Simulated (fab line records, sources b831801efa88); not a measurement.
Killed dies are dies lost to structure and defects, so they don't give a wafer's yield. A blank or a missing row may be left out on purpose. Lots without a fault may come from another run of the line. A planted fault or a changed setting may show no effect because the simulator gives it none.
Which tool did it? | flow sky130 | 13 lots, 39 wafers sampled, at 5 steps of a route of 708

WHAT THE GAUGES READ, wafer by wafer
SKY_SONOS_ONO_CD_MEAS_13: target cd 410 nm.
lot  | measured     | on        | cd_nm (nm)
L572 | day 12 21:55 | cd_sem-01 | 405.5 404.7 404.3
L573 | day 13 05:40 | cd_sem-02 | 407.5 407.3 406.1
L574 | day 14 00:46 | cd_sem-01 | 408.5 408.5 406.9
L576 | day 14 04:09 | cd_sem-01 | 406.5 406.1 407.3
L578 | day 15 04:19 | cd_sem-02 | 410.4 407.9 407.1
L579 | day 15 08:25 | cd_sem-02 | 405.0 406.5 409.3
L580 | day 15 15:45 | cd_sem-02 | 405.2 406.6 405.5
L584 | day 17 04:17 | cd_sem-02 | 407.7 407.9 406.5
L587 | day 17 23:16 | cd_sem-01 | 410.4 408.8 409.3
L588 | day 18 07:12 | cd_sem-01 | 404.7 406.3 403.8
L590 | day 18 18:53 | cd_sem-01 | 412.2 411.1 409.9
L593 | day 19 16:44 | cd_sem-01 | 409.9 409.0 406.5
L595 | day 20 13:10 | cd_sem-01 | 410.5 409.3 406.6

SKY_LDD_P_TW_MEAS_11.
lot  | measured     | on            | LDD_P_TW
L572 | day 19 04:46 | film_metro-03 | 640 638 638
L573 | day 19 16:49 | film_metro-02 | 638 643 640
L574 | day 20 09:50 | film_metro-03 | 636 634 634
L576 | day 20 16:47 | film_metro-01 | 639 635 639
L578 | day 21 18:28 | film_metro-01 | 617 615 616
L579 | day 21 22:35 | film_metro-03 | 615 618 615
L580 | day 22 06:52 | film_metro-02 | 642 638 641
L584 | day 24 01:16 | film_metro-02 | 636 635 640
L587 | day 24 19:05 | film_metro-03 | 631 631 636
L588 | day 25 02:56 | film_metro-01 | 634 634 635
L590 | day 25 15:12 | film_metro-01 | 636 631 633
L593 | day 26 10:58 | film_metro-01 | 634 633 630
L595 | day 27 10:47 | film_metro-03 | 637 642 638

SKY_METAL1_RS_MEAS_05: measures by four-point-probe.
lot  | measured     | on            | METAL1_ALCU_RS (ohm/sq)
L572 | day 31 22:59 | film_metro-02 | 0.1301 0.1251 0.1315
L573 | day 32 11:35 | film_metro-03 | 0.1248 0.1311 0.1304
L574 | day 32 20:31 | film_metro-01 | 0.1271 0.1239 0.1266
L576 | day 33 09:28 | film_metro-01 | 0.1304 0.1267 0.1260
L578 | day 34 01:26 | film_metro-01 | 0.1279 0.1274 0.1273
L579 | day 34 05:48 | film_metro-02 | 0.1243 0.1264 0.1251
L580 | day 34 13:51 | film_metro-03 | 0.1242 0.1261 0.1251
L584 | day 36 02:55 | film_metro-01 | 0.1284 0.1259 0.1277
L587 | day 36 19:42 | film_metro-03 | 0.1221 0.1239 0.1238
L588 | day 37 03:01 | film_metro-03 | 0.1271 0.1252 0.1252
L590 | day 37 10:43 | film_metro-01 | 0.1263 0.1256 0.1286
L593 | day 38 06:59 | film_metro-02 | 0.1268 0.1267 0.1255
L595 | day 39 00:34 | film_metro-02 | 0.1258 0.1258 0.1261

SKY_METAL1_THK_MEAS_06: measures by xrf.
lot  | measured     | on            | METAL1_ALCU_THK (nm)
L572 | day 31 23:07 | film_metro-02 | 240 248 237
L573 | day 32 11:42 | film_metro-03 | 253 242 244
L574 | day 32 20:38 | film_metro-01 | 247 253 248
L576 | day 33 09:35 | film_metro-01 | 239 247 247
L578 | day 34 01:34 | film_metro-01 | 242 244 244
L579 | day 34 05:54 | film_metro-02 | 248 245 247
L580 | day 34 13:58 | film_metro-03 | 255 254 253
L584 | day 36 03:01 | film_metro-01 | 246 250 244
L587 | day 36 19:49 | film_metro-03 | 258 254 255
L588 | day 37 03:08 | film_metro-03 | 249 254 249
L590 | day 37 10:50 | film_metro-01 | 245 247 242
L593 | day 38 07:05 | film_metro-02 | 246 245 247
L595 | day 39 00:40 | film_metro-02 | 247 246 247

WHICH TOOL RAN EACH LOT (tool, then ch and the chambers of the sampled wafers, then the start)
lot  | SKY_LDD_P_IMPLANT_09
L572 | implanter-04 ch 0, day 19 04:31
L573 | implanter-03 ch 0, day 19 16:34
L574 | implanter-01 ch 0, day 20 09:35
L576 | implanter-04 ch 0, day 20 16:31
L578 | implanter-04 ch 0, day 21 18:13
L579 | implanter-04 ch 0, day 21 22:22
L580 | implanter-01 ch 0, day 22 06:37
L584 | implanter-01 ch 0, day 24 01:02
L587 | implanter-01 ch 0, day 24 18:50
L588 | implanter-04 ch 0, day 25 02:41
L590 | implanter-01 ch 0, day 25 14:58
L593 | implanter-03 ch 0, day 26 10:44
L595 | implanter-04 ch 0, day 27 10:35
- SKY_LDD_P_IMPLANT_09

WHAT THE TOOLS THEMSELVES READ (means of the sampled wafers that have a number; where no wafer has one, the mark that the record gives instead)
SKY_LDD_P_IMPLANT_09.
lot  | tool         | dose_ions_cm2 | faraday_current_uA
L572 | implanter-04 | 1.000e+13     | 55.8
L573 | implanter-03 | 1.000e+13     | 56.8
L574 | implanter-01 | 9.996e+12     | 56.7
L576 | implanter-04 | 9.995e+12     | 57.8
L578 | implanter-04 | 9.129e+12     | 51.3
L579 | implanter-04 | 9.113e+12     | 51.1
L580 | implanter-01 | 1.000e+13     | 55.7
L584 | implanter-01 | 9.985e+12     | 56.5
L587 | implanter-01 | 1.000e+13     | 57.3
L588 | implanter-04 | 9.991e+12     | 56.6
L590 | implanter-01 | 1.001e+13     | 56.3
L593 | implanter-03 | 1.001e+13     | 56.5
L595 | implanter-04 | 9.991e+12     | 56.6

THE ANSWER, worked out from the rows above alone
Rule: what is usual is taken from the lots themselves. Put in order of their means at a reading, lots are off if they are a third of the lots or fewer, leave a main group of 4 or more, and stand apart from it by a gap of 3 or more times the standard deviation of the main group's means; of several such gaps the widest counts. A main group whose means are all the same, to the digits that the tables above print for the reading, isn't used. A lot without any number at a reading at which 4 lots or more have one is off too. The other lots that the step has rows for count as sound. The gauges are gone through in route order, then the tools' own readings, and for those a lot's mean is taken as printed above. The first step at which some lot is off is used, and at that step the reading that is off furthest; a lot without a number counts as furthest.
Off: L578, L579, at SKY_LDD_P_TW_MEAS_11 (LDD_P_TW). The main group: mean 636, standard deviation 2.9.
A tool fits if, at a process step before that reading, it ran every lot that is off, and no sound lot after the first of them. The gauges at SKY_LDD_P_TW_MEAS_11 aren't tried: what is off there is off at SKY_LDD_P_IMPLANT_09 too, on other tools, and a gauge's error can't cause that. None of those tried fits.

WHAT THE SIMULATOR HAD PUT IN
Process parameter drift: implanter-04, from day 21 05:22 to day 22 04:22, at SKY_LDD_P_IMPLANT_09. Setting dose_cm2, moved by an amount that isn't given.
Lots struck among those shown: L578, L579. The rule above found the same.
